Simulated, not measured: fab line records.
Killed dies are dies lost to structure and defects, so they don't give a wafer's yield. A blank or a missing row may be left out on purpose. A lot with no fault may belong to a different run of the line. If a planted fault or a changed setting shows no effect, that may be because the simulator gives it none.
Chamber matching	flow sky130	SKY_CAP2M_CVD_00 on pecvd-02 has 3 sister chambers
The step deposits SiO2, target thk 15.5 nm. 22 wafers are shown with their chamber, then 11 later ones without.

WAFERS PAIRED WITH THEIR CHAMBERS
wafer	chamber	heater-power-w (W)
L076.1	2	645
L076.2	1	705
L076.3	0	703
L076.4	1	694
L076.5	0	724
L076.6	2	662
L078.1	0	748
L078.2	2	765
L078.3	1	672
L080.3	2	721
L080.4	0	606
L080.5	2	714
L082.2	0	704
L082.3	2	779
L082.6	2	760
L087.2	1	723
L087.5	1	721
L087.6	2	693
L088.2	2	719
L088.3	0	742
L088.6	2	735
L089.2	2	787

SIGNATURES (averages over the wafers above)
reading	chamber 0	chamber 1	chamber 2	scatter within a chamber
heater-power-w	704.50	703.00	725.45	43.8
Rule: distance of a wafer from a chamber = root of the sum over the readings of ((wafer's reading minus chamber's mean) / reading's scatter) squared. If the next closest chamber is less than 2 further off than the closest, the wafer can't be placed; otherwise it belongs to the closest. How the scatter is found: for the shown wafers, subtract from each reading the mean of its chamber, square and add these, divide the total by (wafers less chambers), then take the root.

WAFERS WHOSE CHAMBER IS MISSING
wafer	heater-power-w (W)
L089.5	777
L089.6	720
L090.2	663
L090.3	604
L090.5	603
L091.1	675
L091.2	725
L091.3	729
L091.4	729
L091.5	725
L091.6	705

WHICH CHAMBER EACH WENT THROUGH
wafer	from the rows above	in truth
L089.5	can't be placed: 2 or 0 or 1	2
L089.6	can't be placed: 2 or 0 or 1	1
L090.2	can't be placed: 1 or 0 or 2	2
L090.3	can't be placed: 1 or 0 or 2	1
L090.5	can't be placed: 1 or 0 or 2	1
L091.1	can't be placed: 1 or 0 or 2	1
L091.2	can't be placed: 2 or 0 or 1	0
L091.3	can't be placed: 2 or 0 or 1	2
L091.4	can't be placed: 2 or 0 or 1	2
L091.5	can't be placed: 2 or 0 or 1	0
L091.6	can't be placed: 0 or 1 or 2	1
Correctly placed: 0 of 11. Unplaceable from these rows: 11, with the true chamber sitting among the candidates in 11. Wrongly placed: 0.
